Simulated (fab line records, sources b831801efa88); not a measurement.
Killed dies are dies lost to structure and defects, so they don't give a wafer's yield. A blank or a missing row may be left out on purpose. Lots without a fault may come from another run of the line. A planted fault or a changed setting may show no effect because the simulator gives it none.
Problem report in the 8D (eight disciplines) form, filled by code | flow sky130 | the parts of the form that need people (team, actions taken, sign-off) are left out

1. THE PROBLEM
spin_speed_rpm at SKY_VIA3_COAT_07 reads a mean of 3554.3 rpm on 9 wafers of 3 lots; wafers without a fault read 2999.9 rpm with a standard deviation of 2.5. That is +99 or more standard deviations from the usual mean.
The step: resist thk 450 nm.
First seen on wafer L112.1, day 42 13:00, on litho_track-01. The record holds 42 wafers of 14 lots with a number at this step. Rule for "out", or "out of limits": more than 4 standard deviations from the usual mean. The other wafers with a number count as sound.

2. WHAT IT IS AND WHAT IT IS NOT
question                    | is                     | is not
which readings at this step | spin_speed_rpm         | -
which lots                  | L112, L114, L115       | L100, L102, L103, L104, L105, L107, L117, L118, L120, L122, L123
which wafers of those lots  | all that have a number | -
read on which tools         | litho_track-01         | litho_track-02, litho_track-03
when                        | from day 42 13:00      | up to then (18 sound wafers); but 15 sound wafers of L117, L118, L120, L122, L123 came after

3. SUSPECTS, AND WHAT RULES EACH OUT
Counting: a tool at a process step up to the reading stays a suspect if it ran every lot that is out and no sound lot after the first of them.
- litho_track-01 at SKY_VIA3_COAT_07 (resist thk 450 nm): kept. It ran every lot that is out, first L112 (day 42 13:00), and no sound lot after that; its last sound lot up to then is L104 (day 39 22:00). Its own readings are out on those wafers: spin_speed_rpm.
Left after counting: litho_track-01 at SKY_VIA3_COAT_07.

4. THE CAUSE (what the simulator had put in)
Process parameter drift: litho_track-01, from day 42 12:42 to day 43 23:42, at SKY_VIA3_COAT_07. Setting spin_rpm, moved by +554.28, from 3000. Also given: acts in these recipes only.
Counting left only this tool.

5. THE CHAIN OF EFFECTS, in route order
Each row: a reading whose mean over the struck wafers that have a number lies more than 3 standard deviations from the usual. Only readings for which the record gives a usual standard deviation are gone through. hours: the time from each lot's start at the first step in this table that gives one to its start at this step, as a median over the lots. sigmas: the change in usual standard deviations.
hours | step              | reading                  | usual      | on struck wafers | change | sigmas
0     | SKY_VIA3_COAT_07  | spin_speed_rpm           | 2999.9 rpm | 3554.3           | +554.4 | +99 or more
12    | SKY_VIA3_STRIP_16 | oes_product_au           | 0.401 a.u. | 0.383            | -0.018 | -4.0
12    | SKY_VIA3_STRIP_16 | strip_time_to_endpoint_s | 4.117 s    | 3.721            | -0.396 | -14
The process steps in it:
- SKY_VIA3_COAT_07: resist thk 450 nm.
- SKY_VIA3_STRIP_16: strips in O2/N2.

6. WHAT WOULD HAVE CAUGHT IT SOONER
In this record the first reading out of limits was taken at day 42 13:00, 0 hours after the fault began at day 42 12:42.
